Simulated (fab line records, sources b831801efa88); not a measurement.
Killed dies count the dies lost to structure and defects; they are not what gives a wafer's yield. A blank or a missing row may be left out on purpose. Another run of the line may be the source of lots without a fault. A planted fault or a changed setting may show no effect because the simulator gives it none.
fab line records	flow sky130
record lots=6	wafers=18	last_day=50
route steps=708 shown CONTACT@410 PAD_OPEN@708
lots that met no fault: from a run of the same line without faults
start_h: hours from the record's first day to the start of the lot's first wafer shown	wait_h: hours elapsed since this lot's preceding step	" as in the row above	L1.1+2: several wafers, shown together as one row	- no value present, or no start provided	* or withheld: withheld	< > ~ a bound
route shown NAME@n: a module of which the file shows steps, and the number in the route of the first	usual: mean/standard deviation of fault-free wafers	same: alike in all rows	chamber/n: place in a boat	sites: each site's reading	_std_site: their standard deviation	_edge_site: inner sites' mean taken away from outer sites' mean	radius_mm: for every site, how far away it sits from the centre of the wafer	mask NAME#n: copy n	behind: the tool/chamber that last shaped the wafer	hold: cause of the lot's hold/its duration in hours/its outcome	device: which transistor (n, p or np) failed to switch	end of line: at the end of the route, the tests of the same wafers	where a step has no rows: the recipe by itself	killed: at the first sort, the dies lost to defects and structure; wafer yield is something else	map: shows each die of a wafer: x if killed, . if not, _ if none is there
set.NAME: the setting that was run; set.NAME@STEP: the one run at that earlier step	model.NAME: the simulator's own value behind a step, which no gauge read
a table for each step, a row for each wafer; lots at some steps of the route
services: a tool's chamber out of use, with start hour (start_h, from the record's first day; less than 0 if before it), hours out, and reason
## steps
# step SKY_CONTACT_CMP_04
# recipe material=SiO2	down_force_psi=4	platen_rpm=60	pad_velocity_m_s=0.94248
# usual motor_current_A=11.7/0.83	slurry_filter_dp_kPa=13.51/0.13	time_to_endpoint_s=81/4.5
lot.wafer	tool	chamber	start_h	wait_h	motor_current_A	slurry_filter_dp_kPa	time_to_endpoint_s
L341.4	cmp-02	3	727.56	0.3	11.9	13.41	75
L341.1	"	1	"	"	10.4	13.51	78
L341.6	"	2	"	"	12.3	13.29	78
L345.1	cmp-02	2	761.68	0.2	11.6	13.32	74
L345.6	"	1	"	"	10.4	13.70	76
L345.5	"	2	"	"	12.3	13.55	77
L351.1	cmp-01	2	814.53	0.1	10.9	13.34	83
L351.3	"	3	"	"	11.9	13.35	79
L351.5	"	0	"	"	13.4	13.62	79
L352.3	cmp-01	0	831.60	0.0	12.0	13.38	83
L352.4	"	2	"	"	10.3	13.57	82
L352.5	"	0	"	"	12.9	13.53	85
L354.4	cmp-01	0	837.33	0.2	12.5	13.73	85
L354.3	"	1	"	"	11.2	13.41	83
L354.6	"	0	"	"	12.7	13.57	85
L358.4	cmp-01	0	866.70	0.0	13.3	13.51	77
L358.3	"	1	"	"	11.4	13.37	81
L358.6	"	0	"	"	13.1	13.42	79
# step SKY_CONTACT_BOW_MEAS_05
# recipe mode=bow
# usual CONTACT_BOW=82/6.6
lot.wafer	tool	chamber	start_h	wait_h	CONTACT_BOW[um]
L341.1	film_metro-04	-	727.81	0.1	80
L341.4	"	-	"	"	80
L341.6	"	-	"	"	96
L345.1	film_metro-03	-	761.93	0.2	75
L345.5	"	-	"	"	76
L345.6	"	-	"	"	91
L351.1	film_metro-03	-	814.73	0.1	80
L351.3	"	-	"	"	78
L351.5	"	-	"	"	84
L352.3	film_metro-04	-	831.94	0.3	80
L352.4	"	-	"	"	87
L352.5	"	-	"	"	81
L354.3	film_metro-01	-	837.67	0.2	85
L354.4	"	-	"	"	78
L354.6	"	-	"	"	89
L358.3	film_metro-04	-	867.04	0.2	88
L358.4	"	-	"	"	79
L358.6	"	-	"	"	80
# step SKY_CONTACT_DEHYDRATE_06
# recipe temp_c=200	time_s=60
# step SKY_CONTACT_HMDS_07
# recipe prime_time_s=60	prime_temp_c=120
# step SKY_CONTACT_COAT_08
# recipe resist=BARC	temp_c=withheld	time_s=withheld	spin_rpm=3000	resist_thk_nm=60
# step SKY_CONTACT_COAT_09
# recipe resist=KrF-thick	spin_rpm=3000	resist_thk_nm=450
# step SKY_CONTACT_SOFTBAKE_10
# recipe temp_c=100	time_s=90	resist=KrF-thick
# step SKY_CONTACT_EXPOSE_11
# recipe mask_id=CTM1	na=0.8	source_shape=annular	sigma_inner=0.55	sigma_outer=0.85	target_cd_nm=170	dose_mj=38
# step SKY_CONTACT_PEB_12
# recipe peb_temp_c=withheld	peb_time_s=withheld	resist=KrF-thick
# step SKY_CONTACT_DEVELOP_13
# recipe develop_time_s=60	resist=KrF-thick	dev_temp_c=21
# step SKY_CONTACT_CD_MEAS_14
# recipe target_cd_nm=170
# usual cd_nm=170.2/1.5
lot.wafer	tool	chamber	start_h	wait_h	cd_nm
L341.1	cd_sem-01	-	755.57	-	172.2
L341.4	"	-	"	"	170.5
L341.6	"	-	"	"	170.6
L345.1	cd_sem-01	-	788.00	-	168.9
L345.5	"	-	"	"	168.0
L345.6	"	-	"	"	168.1
L351.1	cd_sem-02	-	841.78	-	171.6
L351.3	"	-	"	"	171.4
L351.5	"	-	"	"	172.5
L352.3	cd_sem-01	-	857.57	-	170.6
L352.4	"	-	"	"	170.7
L352.5	"	-	"	"	169.9
L354.3	cd_sem-01	-	863.37	-	172.1
L354.4	"	-	"	"	173.5
L354.6	"	-	"	"	174.3
L358.3	cd_sem-01	-	892.99	-	170.6
L358.4	"	-	"	"	170.3
L358.6	"	-	"	"	170.4
# step SKY_CONTACT_OVL_MEAS_15
# usual CONTACT_OVL=-5/5
lot.wafer	tool	chamber	start_h	wait_h	CONTACT_OVL[nm]
L341.1	overlay-02	-	755.69	0.1	-5
L341.4	"	-	"	"	-1
L341.6	"	-	"	"	-5
L345.1	overlay-02	-	788.12	0.1	2
L345.5	"	-	"	"	1
L345.6	"	-	"	"	-11
L351.1	overlay-01	-	841.90	0.1	0
L351.3	"	-	"	"	-5
L351.5	"	-	"	"	-4
L352.3	overlay-02	-	857.66	0.1	-13
L352.4	"	-	"	"	-2
L352.5	"	-	"	"	-9
L354.3	overlay-02	-	863.46	0.1	0
L354.4	"	-	"	"	0
L354.6	"	-	"	"	-7
L358.3	overlay-01	-	893.09	0.1	-1
L358.4	"	-	"	"	-12
L358.6	"	-	"	"	4
# step SKY_CONTACT_ETCH_16
# recipe chemistry=N2/H2	target=BARC	ion_energy_ev=200	source_w=500	bias_w=100	pressure_mtorr=30	n2_flow_sccm=100	h2_flow_sccm=200	stop_on=SiO2	time_s=45.9	target_depth_a=600
# usual drypump_motor_current_A=5.6/0.31	oes_product_au=0.854/0.0046	run_length_s=74.0/0.43	throttle_valve_pct=13.224/0.0091
lot.wafer	tool	chamber	start_h	wait_h	drypump_motor_current_A	oes_product_au	rf_hours_counter_h	run_length_s	throttle_valve_pct	model.KrF-thick_of_CONTACT_COAT_09.thk_nm
L341.1	rie_diel-03	0	755.73	0.0	5.7	0.853	10	74.4	13.213	390.8
L341.4	"	2	"	"	5.5	0.856	-	73.9	13.212	390.5
L341.6	"	1	"	"	5.4	0.856	-	73.9	13.217	390.2
L345.1	rie_diel-04	1	788.16	0.0	6.2	0.857	9	74.2	13.225	390.5
L345.5	"	2	"	"	5.1	0.849	-	73.5	13.218	390.6
L345.6	"	1	"	"	6.2	0.856	-	74.1	13.214	390.3
L351.1	rie_diel-03	1	841.94	0.0	5.4	0.938	15	69.6	13.238	396.6
L351.3	"	3	"	"	5.6	0.859	23	73.4	13.217	392.7
L351.5	"	2	"	"	5.5	0.860	-	73.8	13.206	391.7
L352.3	rie_diel-03	2	857.69	0.0	5.5	0.854	11	74.3	13.224	392.2
L352.4	"	3	"	"	5.6	0.856	23	73.7	13.219	391.1
L352.5	"	1	"	"	5.4	0.931	-	69.5	13.227	394.5
L354.3	rie_diel-02	1	863.49	0.0	5.0	0.854	23	73.5	13.235	393.9
L354.4	"	3	"	"	5.5	0.859	1	74.4	13.232	393.8
L354.6	"	2	"	"	6.0	0.843	-	74.0	13.222	391.6
L358.3	rie_diel-04	1	893.11	0.0	6.2	0.858	13	74.5	13.230	390.5
L358.4	"	0	"	"	5.9	0.854	9	74.6	13.220	391.5
L358.6	"	0	"	"	5.9	0.854	-	75.3	13.224	392.2
# step SKY_CONTACT_ETCH_17
# recipe target=SiO2	chemistry=C4F8/O2/Ar	stop_on=Si3N4	mask_material=KrF-thick	source_w=1500	bias_w=1200	pressure_mtorr=40	c4f8_flow_sccm=withheld	O2_flow_sccm=6	Ar_flow_sccm=300	time_s=withheld	target_depth_a=3400
# usual oes_product_au=0.891/0.0047
lot.wafer	tool	chamber	start_h	wait_h	oes_product_au
L341.1	rie_diel-03	0	755.77	0.0	0.893
L341.4	"	2	"	"	0.878
L341.6	"	1	"	"	0.884
L345.1	rie_diel-04	1	788.20	0.0	0.890
L345.5	"	2	"	"	0.898
L345.6	"	1	"	"	0.887
L351.1	rie_diel-03	1	841.98	0.0	0.892
L351.3	"	3	"	"	0.894
L351.5	"	2	"	"	0.892
L352.3	rie_diel-03	2	857.73	0.0	0.889
L352.4	"	3	"	"	0.891
L352.5	"	1	"	"	0.893
L354.3	rie_diel-02	1	863.53	0.0	0.896
L354.4	"	3	"	"	0.887
L354.6	"	2	"	"	0.886
L358.3	rie_diel-04	1	893.15	0.0	0.885
L358.4	"	0	"	"	0.884
L358.6	"	0	"	"	0.886
# step SKY_CONTACT_ETCH_18
# recipe target=Si3N4	chemistry=CHF3/O2	stop_on=TiN	source_w=600	bias_w=200	pressure_mtorr=40	chf3_flow_sccm=50	O2_flow_sccm=5	time_s=39	target_depth_a=750
# usual drypump_motor_current_A=5.5/0.31	oes_product_au=0.856/0.0082	run_length_s=67.1/0.45	throttle_valve_pct=8.793/0.0081
lot.wafer	tool	chamber	start_h	wait_h	drypump_motor_current_A	oes_product_au	rf_hours_counter_h	run_length_s	throttle_valve_pct	model.KrF-thick_of_CONTACT_COAT_09.thk_nm
L341.1	rie_diel-03	0	-	-	5.7	0.853	10	67.2	8.802	241.8
L341.4	"	2	"	"	5.5	0.856	-	67.1	8.795	239.7
L341.6	"	1	"	"	5.4	0.855	-	66.8	8.796	241.3
L345.1	rie_diel-04	1	-	-	6.2	0.868	9	67.2	8.801	239.1
L345.5	"	2	"	"	5.0	0.864	-	66.4	8.810	238.4
L345.6	"	1	"	"	6.2	0.866	-	68.1	8.794	238.5
L351.1	rie_diel-03	1	-	-	5.4	0.839	15	66.8	8.791	248.4
L351.3	"	3	"	"	5.6	0.848	23	67.2	8.786	243.9
L351.5	"	2	"	"	5.5	0.854	-	67.2	8.803	242.1
L352.3	rie_diel-03	2	-	-	5.5	0.865	11	67.2	8.782	241.1
L352.4	"	3	"	"	5.6	0.875	23	66.9	8.802	241.2
L352.5	"	1	"	"	5.4	0.857	-	67.0	8.789	244.5
L354.3	rie_diel-02	1	-	-	5.1	0.861	23	66.5	8.805	242.8
L354.4	"	3	"	"	5.5	0.863	1	67.9	8.803	241.3
L354.6	"	2	"	"	6.0	0.857	-	67.6	8.794	241.3
L358.3	rie_diel-04	1	-	-	6.1	0.832	13	67.8	8.796	239.4
L358.4	"	0	"	"	5.9	0.864	9	67.7	8.780	242
L358.6	"	0	"	"	5.9	0.847	-	68.2	8.800	243.7
# step SKY_CONTACT_STRIP_19
# recipe chemistry=O2/N2	power_w=1400	pressure_mtorr=1500	platen_temp_c=withheld	o2_flow_sccm=3000	n2_flow_sccm=300	overash_fraction=0.5
# usual drypump_motor_current_A=5.6/0.34	oes_product_au=0.381/0.0045	strip_time_to_endpoint_s=3.611/0.024
lot.wafer	tool	chamber	start_h	wait_h	drypump_motor_current_A	oes_product_au	rf_hours_counter_h	strip_time_to_endpoint_s
L341.1	plasma_asher-04	1	755.86	-	5.9	0.374	63	3.597
L341.4	"	1	"	"	5.9	0.379	-	3.587
L341.6	"	1	"	"	5.9	0.387	-	3.601
L345.1	plasma_asher-02	0	788.29	-	5.3	0.375	36	3.574
L345.5	"	1	"	"	6.1	0.372	-	3.558
L345.6	"	0	"	"	5.3	0.377	-	3.576
L351.1	plasma_asher-02	1	842.07	-	6.1	0.383	41	3.677
L351.3	"	1	"	"	6.1	0.376	-	3.621
L351.5	"	0	"	"	5.3	0.383	-	3.597
L352.3	plasma_asher-04	0	857.85	-	5.7	0.381	-	3.580
L352.4	"	1	"	"	5.9	0.379	-	3.592
L352.5	"	1	"	"	5.9	0.381	-	3.620
L354.3	plasma_asher-04	1	863.65	-	5.9	0.383	-	3.616
L354.4	"	0	"	"	5.7	0.389	-	3.608
L354.6	"	0	"	"	5.7	0.385	-	3.602
L358.3	plasma_asher-01	1	893.27	-	5.7	0.377	-	3.578
L358.4	"	0	"	"	5.1	0.381	-	3.630
L358.6	"	1	"	"	5.8	0.380	-	3.620
# step SKY_PAD_OPEN_PROBE_99
# usual killed_at_M0_to_M3=42/6.4	killed_at_M4_up=3.0/2	killed_at_contacts=24/5.2	killed_at_front_end=14/4.2	killed_at_other=0.4/0.72	killed_dies=84/9	killed_open=46/6.6	killed_short=38/6
# same gross_dies=492	killed_at_back_side=0
lot.wafer	tool	chamber	start_h	wait_h	killed_at_M0_to_M3	killed_at_M4_up	killed_at_contacts	killed_at_front_end	killed_at_other	killed_dies	killed_open	killed_short
L341.1	prober-02	-	1092.25	0.1	39	2	24	16	1	82	55	27
L341.4	prober-02	-	1092.40	0.2	45	4	28	19	0	96	54	42
L341.6	prober-02	-	1092.50	0.2	30	0	36	7	0	73	37	36
L351.1	prober-02	-	1154.89	0.1	40	5	25	16	0	86	48	37
L351.3	prober-02	-	1154.99	0.2	45	4	23	11	0	83	47	36
L351.5	prober-02	-	1155.09	0.2	37	2	28	15	0	82	43	38
# killed by level:class
L341.1 VIA1:geometric_particle:open=12 CONTACT:geometric_particle:open=9 VIA3:geometric_particle:open=7 VIA2:geometric_particle:open=7 LI_CONTACT:geometric_particle:open=5 LOCAL_INTERCONNECT:geometric_particle:short=5 FIELD_ISO:geometric_particle:open=4 POLY_GATE:geometric_particle:open=4
L341.4 CONTACT:geometric_particle:open=9 FIELD_ISO:geometric_particle:open=8 LI_CONTACT:geometric_particle:open=8 LOCAL_INTERCONNECT:geometric_particle:short=7 VIA3:geometric_particle:open=7 VIA2:geometric_particle:short=7 VIA1:geometric_particle:short=6 METAL2:geometric_particle:short=6
L341.6 CONTACT:geometric_particle:open=11 LI_CONTACT:geometric_particle:open=8 LOCAL_INTERCONNECT:geometric_particle:short=8 CONTACT:geometric_particle:short=7 METAL1:geometric_particle:short=7 VIA1:geometric_particle:open=6 METAL2:geometric_particle:short=5 VIA2:geometric_particle:open=4
L351.1 LI_CONTACT:geometric_particle:open=11 METAL2:geometric_particle:short=8 VIA1:geometric_particle:open=7 VIA2:geometric_particle:open=7 VIA3:geometric_particle:open=6 CONTACT:geometric_particle:open=5 FIELD_ISO:geometric_particle:short=4 LOCAL_INTERCONNECT:geometric_particle:short=4
L351.3 VIA1:geometric_particle:open=14 CONTACT:geometric_particle:open=10 VIA2:geometric_particle:open=6 METAL1:geometric_particle:short=5 VIA3:geometric_particle:open=5 LOCAL_INTERCONNECT:geometric_particle:short=4 CONTACT:geometric_particle:short=4 VIA1:geometric_particle:short=4
L351.5 LI_CONTACT:geometric_particle:open=11 CONTACT:geometric_particle:short=7 VIA1:geometric_particle:open=7 CONTACT:geometric_particle:open=6 METAL1:geometric_particle:short=6 POLY_GATE:geometric_particle:short=5 VIA3:geometric_particle:open=5 FIELD_ISO:geometric_particle:open=4
## services
tool	chamber	start_h	hours	kind
rie_diel-02	1	704.63	3.4	repair
rie_diel-02	0	724.29	1.7	repair
cmp-01	-	744.08	4.0	pm
plasma_asher-02	-	745.85	2.8	pm
cmp-02	-	746.17	4.1	repair
cmp-01	-	748.08	-	consumable_replace:conditioner
cmp-01	-	748.08	-	consumable_replace:pad
rie_diel-03	3	753.62	11.4	repair
plasma_asher-04	-	764.56	15.6	pm
cmp-02	-	770.32	0.8	repair
rie_diel-03	2	780.34	10.8	repair
cmp-01	-	781.59	1.7	repair
rie_diel-02	2	781.62	3.8	repair
rie_diel-02	3	800.19	-	clean
rie_diel-02	3	800.19	26.1	scheduled_down
rie_diel-02	2	806.24	23.3	repair
rie_diel-04	3	808.26	-	clean
rie_diel-04	3	808.26	22.6	scheduled_down
rie_diel-04	3	808.26	22.6	vent_cycle
cmp-02	-	834.53	3.8	repair
cmp-01	-	849.31	3.4	repair
cmp-01	-	861.18	0.8	repair
plasma_asher-04	-	864.55	20.6	pm
rie_diel-04	3	881.44	7.2	repair
## key
first_sign step=SKY_CONTACT_ETCH_16	reading=oes_product_au	direction=up	sigmas=17	usual=0.854	struck=0.934
effect step=SKY_CONTACT_ETCH_16	reading=run_length_s	direction=down	sigmas=10	usual=*	struck=*
model_effect step=SKY_CONTACT_ETCH_16	value=KrF-thick_of_CONTACT_COAT_09.thk_nm	without=391.6	struck=395.5
model_effect step=SKY_CONTACT_ETCH_18	value=KrF-thick_of_CONTACT_COAT_09.thk_nm	without=242.5	struck=246.5
met_at SKY_CONTACT_ETCH_16
struck_wafers L351.1,L352.5
tester_left_out L351,L352
onset_between 755.73 841.94
fault kind=process_parameter_drift	tool=rie_diel-03	chamber=1	onset_h=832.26	steps=SKY_CONTACT_ETCH_16	channel=time_s	offset=*	shape=step	end_h=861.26	acts_in=*	stated=*
# tester_left_out: of these lots the tester's yield and bins aren't shown, on N5 and GAA mostly nor the transistor test; their killed dies are dies lost to structure and defects alone, not to doping, threshold or leakage, so they don't give the yield
